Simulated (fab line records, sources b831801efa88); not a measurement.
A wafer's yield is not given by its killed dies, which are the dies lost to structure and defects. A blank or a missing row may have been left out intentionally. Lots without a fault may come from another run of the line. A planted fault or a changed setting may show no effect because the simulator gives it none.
Matching of chambers || flow sky130 || 4 sister chambers for SKY_VIA1_ETCH_14 on rie_diel-01
The step etches BARC in N2/H2, stops on SiO2, time 45.9 s, target depth 60 nm. 8 wafers are shown with their chamber, then 12 later ones without.

== WAFERS, EACH WITH ITS CHAMBER ==
{"wafer": "L079.3", "chamber": 3, "drypump_motor_current_A (A)": 5.7, "chamber_pressure_mTorr (mTorr)": 30.005}
{"wafer": "L079.6", "chamber": 3, "drypump_motor_current_A (A)": 5.6, "chamber_pressure_mTorr (mTorr)": 29.996}
{"wafer": "L082.3", "chamber": 2, "drypump_motor_current_A (A)": 6.2, "chamber_pressure_mTorr (mTorr)": 30.008}
{"wafer": "L086.2", "chamber": 1, "drypump_motor_current_A (A)": 6.0, "chamber_pressure_mTorr (mTorr)": 30.053}
{"wafer": "L086.3", "chamber": 2, "drypump_motor_current_A (A)": 6.3, "chamber_pressure_mTorr (mTorr)": 29.980}
{"wafer": "L085.1", "chamber": 0, "drypump_motor_current_A (A)": 4.9, "chamber_pressure_mTorr (mTorr)": 30.027}
{"wafer": "L085.5", "chamber": 1, "drypump_motor_current_A (A)": 6.0, "chamber_pressure_mTorr (mTorr)": 29.997}
{"wafer": "L085.6", "chamber": 0, "drypump_motor_current_A (A)": 4.9, "chamber_pressure_mTorr (mTorr)": 30.007}

== WAFERS WITH NO CHAMBER GIVEN ==
{"wafer": "L087.1", "drypump_motor_current_A (A)": 6.0, "chamber_pressure_mTorr (mTorr)": 30.018}
{"wafer": "L087.4", "drypump_motor_current_A (A)": 5.7, "chamber_pressure_mTorr (mTorr)": 30.020}
{"wafer": "L087.6", "drypump_motor_current_A (A)": 4.9, "chamber_pressure_mTorr (mTorr)": 30.000}
{"wafer": "L089.1", "drypump_motor_current_A (A)": 6.0, "chamber_pressure_mTorr (mTorr)": 30.036}
{"wafer": "L089.3", "drypump_motor_current_A (A)": 5.0, "chamber_pressure_mTorr (mTorr)": 30.032}
{"wafer": "L089.6", "drypump_motor_current_A (A)": 6.0, "chamber_pressure_mTorr (mTorr)": 29.968}
{"wafer": "L092.2", "drypump_motor_current_A (A)": 6.2, "chamber_pressure_mTorr (mTorr)": 29.970}
{"wafer": "L092.4", "drypump_motor_current_A (A)": 6.0, "chamber_pressure_mTorr (mTorr)": 30.002}
{"wafer": "L092.6", "drypump_motor_current_A (A)": 5.0, "chamber_pressure_mTorr (mTorr)": 30.053}
{"wafer": "L095.1", "drypump_motor_current_A (A)": 5.7, "chamber_pressure_mTorr (mTorr)": 30.012}
{"wafer": "L095.3", "drypump_motor_current_A (A)": 5.0, "chamber_pressure_mTorr (mTorr)": 29.971}
{"wafer": "L095.5", "drypump_motor_current_A (A)": 6.3, "chamber_pressure_mTorr (mTorr)": 29.998}

== WHICH CHAMBER EACH ONE RAN IN ==
{"wafer": "L087.1", "from the rows above": 1, "in truth": 1}
{"wafer": "L087.4", "from the rows above": 3, "in truth": 3}
{"wafer": "L087.6", "from the rows above": 0, "in truth": 0}
{"wafer": "L089.1", "from the rows above": 1, "in truth": 1}
{"wafer": "L089.3", "from the rows above": 0, "in truth": 0}
{"wafer": "L089.6", "from the rows above": 1, "in truth": 1}
{"wafer": "L092.2", "from the rows above": 2, "in truth": 2}
{"wafer": "L092.4", "from the rows above": 1, "in truth": 1}
{"wafer": "L092.6", "from the rows above": 0, "in truth": 0}
{"wafer": "L095.1", "from the rows above": 3, "in truth": 3}
{"wafer": "L095.3", "from the rows above": 0, "in truth": 0}
{"wafer": "L095.5", "from the rows above": 2, "in truth": 2}
Correctly placed: 12 of 12. Left unplaced by these rows: 0. Wrongly placed: 0.
How it was worked out, from the rows above alone: a wafer's distance from a chamber is the root of the sum, over the readings, of the square of ((its reading less the chamber's mean) divided by the reading's scatter). The wafer belongs to the nearest chamber; if the next one is less than 2 further off, it can't be placed. For every chamber, the mean is computed from those of its wafers that are shown. The scatter: take each reading less its chamber's mean, square it, sum over the shown wafers, divide by the number of wafers less the number of chambers, and take the root.
